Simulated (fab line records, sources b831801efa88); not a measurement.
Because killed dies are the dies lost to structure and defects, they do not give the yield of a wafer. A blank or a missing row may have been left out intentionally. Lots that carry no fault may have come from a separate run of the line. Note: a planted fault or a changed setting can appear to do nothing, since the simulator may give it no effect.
Problem report in the 8D (eight disciplines) form, filled by code | flow gf180mcu | the parts of the form that need people (team, actions taken, sign-off) are left out

## 1. PROBLEM STATEMENT
Wafers without a fault read 70.001, standard deviation 0.023; beam_energy_keV at GF_VT_IMPLANT_IMPLANT_41 reads a mean of 61.215 on 6 wafers belonging to 2 lots. So: -99 or more standard deviations from the usual mean.
The first sign was on wafer L868.1 at day 9 23:38, on implanter-04. Wafers with a number at this step in the record: 39, from 13 lots. The rule behind "out" and "out of limits": a value lying over 4 standard deviations away from the usual mean. The rest of the wafers with a number are treated as sound.

## 2. WHAT IT IS AND WHAT IT IS NOT
question                    | is                     | is not
which readings at this step | beam_energy_keV        | -
which lots                  | L868, L869             | L859, L860, L861, L863, L864, L877, L878, L879, L880, L881, L882
which wafers of those lots  | all that have a number | -
read on which tools         | implanter-04           | implanter-01, implanter-03
when                        | from day 9 23:38       | up to then (15 sound wafers); but 18 sound wafers of L877, L878, L879, L880, L881, L882 came after

## 3. WHAT RULES OUT EACH SUSPECT
Counting: a tool at any process step up to the reading remains a suspect when it ran all the lots that are out and ran no sound lot after the first of those.
- implanter-04 at GF_VT_IMPLANT_IMPLANT_41: ruled out as a lasting fault. After its first lot that is out, L868 (day 9 23:38), sound lots L878 ran on it.
Left after counting: nothing in the record.

## 4. THE CAUSE (what the simulator had put in)
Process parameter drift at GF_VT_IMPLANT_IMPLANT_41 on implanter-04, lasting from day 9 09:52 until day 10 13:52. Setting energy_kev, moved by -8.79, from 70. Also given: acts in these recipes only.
Counting ruled it out, wrongly.

## 5. THE CHAIN OF EFFECTS, in route order
Each row: a reading whose mean over the struck wafers that have a number lies more than 3 standard deviations from the usual. Only readings for which the record gives a usual standard deviation are gone through. hours: the time from each lot's start at the first step in this table that gives one to its start at this step, as a median over the lots. sigmas: the change in usual standard deviations.
hours | step                     | reading         | usual  | on struck wafers | change | sigmas
0     | GF_VT_IMPLANT_IMPLANT_41 | beam_energy_keV | 70.001 | 61.215           | -8.786 | -99 or more
The process steps in it:
- GF_VT_IMPLANT_IMPLANT_41

## 6. WHAT WOULD HAVE CAUGHT IT SOONER
In this record the first reading out of limits was taken at day 9 23:38, 14 hours after the fault began at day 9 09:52.
